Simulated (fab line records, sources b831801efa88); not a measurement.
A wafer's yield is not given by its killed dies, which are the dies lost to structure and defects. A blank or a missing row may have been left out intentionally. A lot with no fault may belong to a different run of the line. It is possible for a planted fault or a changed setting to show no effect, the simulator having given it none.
Which of the tools did it? + flow gf180mcu + 42 wafers from 14 lots sampled at 4 of the route's 602 steps

WHAT THE GAUGES READ, wafer by wafer
GF_MVSD_OVL_MEAS_07.
| lot  | measured     | on         | MVSD_OVL (nm)  |
|------|--------------|------------|----------------|
| L214 | day 4 16:37  | overlay-02 | -1.1 -2.5 -2.3 |
| L215 | day 4 21:03  | overlay-01 | -2.3 -0.7 -3.2 |
| L216 | day 5 05:05  | overlay-01 | 0.8 0.1 0.0    |
| L217 | day 5 13:49  | overlay-01 | 0.6 -0.5 -1.0  |
| L218 | day 5 18:12  | overlay-01 | 0.7 0.9 0.5    |
| L221 | day 6 11:58  | overlay-01 | -0.5 -0.3 -1.0 |
| L222 | day 6 17:21  | overlay-01 | -3.4 -2.4 -3.1 |
| L226 | day 7 15:03  | overlay-01 | -0.2 -0.7 -2.0 |
| L227 | day 7 20:11  | overlay-02 | -0.5 -0.9 -2.0 |
| L228 | day 8 02:32  | overlay-02 | 0.4 0.2 0.1    |
| L229 | day 8 07:46  | overlay-01 | -1.9 -0.1 -1.1 |
| L231 | day 8 20:04  | overlay-01 | -0.8 -1.4 0.2  |
| L234 | day 9 16:33  | overlay-02 | -2.6 -0.9 -0.3 |
| L235 | day 10 01:34 | overlay-01 | -2.2 -3.0 -1.7 |

GF_VT_IMPLANT_OVL_MEAS_07.
| lot  | measured     | on         | VT_IMPLANT_OVL (nm) |
|------|--------------|------------|---------------------|
| L214 | day 5 21:52  | overlay-02 | -1.2 -1.2 -0.5      |
| L215 | day 6 02:43  | overlay-01 | -1.6 -0.7 -2.2      |
| L216 | day 6 10:51  | overlay-02 | 0.0 0.5 0.2         |
| L217 | day 6 19:49  | overlay-01 | -0.5 -2.3 -1.6      |
| L218 | day 7 00:56  | overlay-02 | 1.8 1.1 2.0         |
| L221 | day 7 18:50  | overlay-02 | -0.2 -0.9 -0.1      |
| L222 | day 8 00:54  | overlay-02 | -1.2 -1.8 -0.2      |
| L226 | day 9 00:58  | overlay-01 | 1.0 0.7 -0.9        |
| L227 | day 9 06:44  | overlay-01 | -1.9 0.4 1.0        |
| L228 | day 9 13:07  | overlay-02 | -0.2 0.0 -0.7       |
| L229 | day 9 19:31  | overlay-01 | 1.5 1.6 2.2         |
| L231 | day 10 07:25 | overlay-01 | 0.4 -1.9 -0.7       |
| L234 | day 11 05:00 | overlay-01 | 0.6 0.4 0.8         |
| L235 | day 11 13:19 | overlay-01 | -0.2 -0.5 -0.5      |

GF_POLY_GATE_THK_MEAS_01.
| lot  | measured     | on           | POLY_GATE_CVD_00_THK (nm) |
|------|--------------|--------------|---------------------------|
| L214 | day 8 19:54  | filmMetro-03 | 197.5 199.3 197.7         |
| L215 | day 9 02:55  | filmMetro-03 | 198.7 198.1 199.8         |
| L216 | day 9 11:30  | filmMetro-01 | 395.3 394.4 395.1         |
| L217 | day 9 19:30  | filmMetro-03 | 194.7 194.8 196.5         |
| L218 | day 10 02:05 | filmMetro-02 | 400.5 395.9 400.6         |
| L221 | day 11 03:51 | filmMetro-02 | 200.5 199.5 200.5         |
| L222 | day 12 00:59 | filmMetro-03 | 396.4 397.6 396.7         |
| L226 | day 12 15:46 | filmMetro-03 | 198.6 198.1 197.4         |
| L227 | day 12 22:58 | filmMetro-01 | 197.1 198.3 198.0         |
| L228 | day 12 22:58 | filmMetro-02 | 197.5 196.9 196.7         |
| L229 | day 13 13:10 | filmMetro-02 | 200.2 200.1 200.5         |
| L231 | day 13 16:41 | filmMetro-03 | 195.4 196.4 197.0         |
| L234 | day 14 15:46 | filmMetro-02 | 196.6 200.2 197.7         |
| L235 | day 15 02:44 | filmMetro-01 | 198.8 199.0 198.9         |

EACH LOT AND THE TOOL THAT RAN IT (in order: tool; ch and the chambers of the sampled wafers; start)
| lot  | GF_POLY_GATE_CVD_00                                         |
|------|-------------------------------------------------------------|
| L214 | lpcvd-02 ch 1, day 8 18:33                                  |
| L215 | lpcvd-01 ch 0, day 9 01:34                                  |
| L216 | lpcvd-01 ch 1, day 9 08:12 and lpcvd-02 ch 1, day 9 10:10   |
| L217 | lpcvd-02 ch 1, day 9 18:10                                  |
| L218 | lpcvd-02 ch 0, day 9 23:12                                  |
| L221 | lpcvd-02 ch 1, day 11 02:31                                 |
| L222 | lpcvd-01 ch 1, day 11 19:05 and lpcvd-02 ch 1, day 11 23:38 |
| L226 | lpcvd-02 ch 0, day 12 13:46                                 |
| L227 | lpcvd-02 ch 0, day 12 20:58                                 |
| L228 | lpcvd-02 ch 1, day 12 20:58                                 |
| L229 | lpcvd-02 ch 0, day 13 11:49                                 |
| L231 | lpcvd-01 ch 1, day 13 15:19                                 |
| L234 | lpcvd-02 ch 0, day 14 14:25                                 |
| L235 | lpcvd-01 ch 0, day 15 01:23                                 |
- GF_POLY_GATE_CVD_00: deposits poly-Si, target thk 200 nm, time 1200 s.

WHAT THE TOOLS THEMSELVES READ (means of the sampled wafers that have a number; where no wafer has one, the mark that the record gives instead)
GF_POLY_GATE_CVD_00.
| lot  | tool              | spikeTcCentreC (C) |
|------|-------------------|--------------------|
| L214 | lpcvd-02          | 621.9              |
| L215 | lpcvd-01          | 619.9              |
| L216 | lpcvd-01/lpcvd-02 | 620.9              |
| L217 | lpcvd-02          | 621.9              |
| L218 | lpcvd-02          | 620.8              |
| L221 | lpcvd-02          | 621.3              |
| L222 | lpcvd-01/lpcvd-02 | 620.3              |
| L226 | lpcvd-02          | 619.2              |
| L227 | lpcvd-02          | 619.5              |
| L228 | lpcvd-02          | 620.9              |
| L229 | lpcvd-02          | 619.8              |
| L231 | lpcvd-01          | 620.4              |
| L234 | lpcvd-02          | 620.7              |
| L235 | lpcvd-01          | 621.3              |

THE ANSWER, worked out from the rows above alone
Rule: the usual values come from the lots themselves. Put in order of their means at a reading, lots are off if they are a third of the lots or fewer, leave a main group of 4 or more, and stand apart from it by a gap of 3 or more times the standard deviation of the main group's means; of several such gaps the widest counts. A main group is skipped when, at the precision printed for the reading in the tables above, its means are all equal. Also off: a lot with no number at a reading for which 4 or more lots have one. The other lots that the step has rows for count as sound. First the gauges in route order, then the tools' own readings, where a lot's mean is used as printed above. At the first step where some lot is off, the reading lying furthest off is the one used; lots without a number count as furthest.
Off: L216, L218, L222, at GF_POLY_GATE_THK_MEAS_01 (POLY_GATE_CVD_00_THK). For the main group the mean is 198.1 nm and the standard deviation 1.4.
If a tool, at a process step before that reading, ran all the lots that are off and no sound lot after the first of them, it fits. Those tools and the gauges at GF_POLY_GATE_THK_MEAS_01 are tried in the same way. No candidate that was tried fits.

WHAT HAD BEEN PUT IN BY THE SIMULATOR
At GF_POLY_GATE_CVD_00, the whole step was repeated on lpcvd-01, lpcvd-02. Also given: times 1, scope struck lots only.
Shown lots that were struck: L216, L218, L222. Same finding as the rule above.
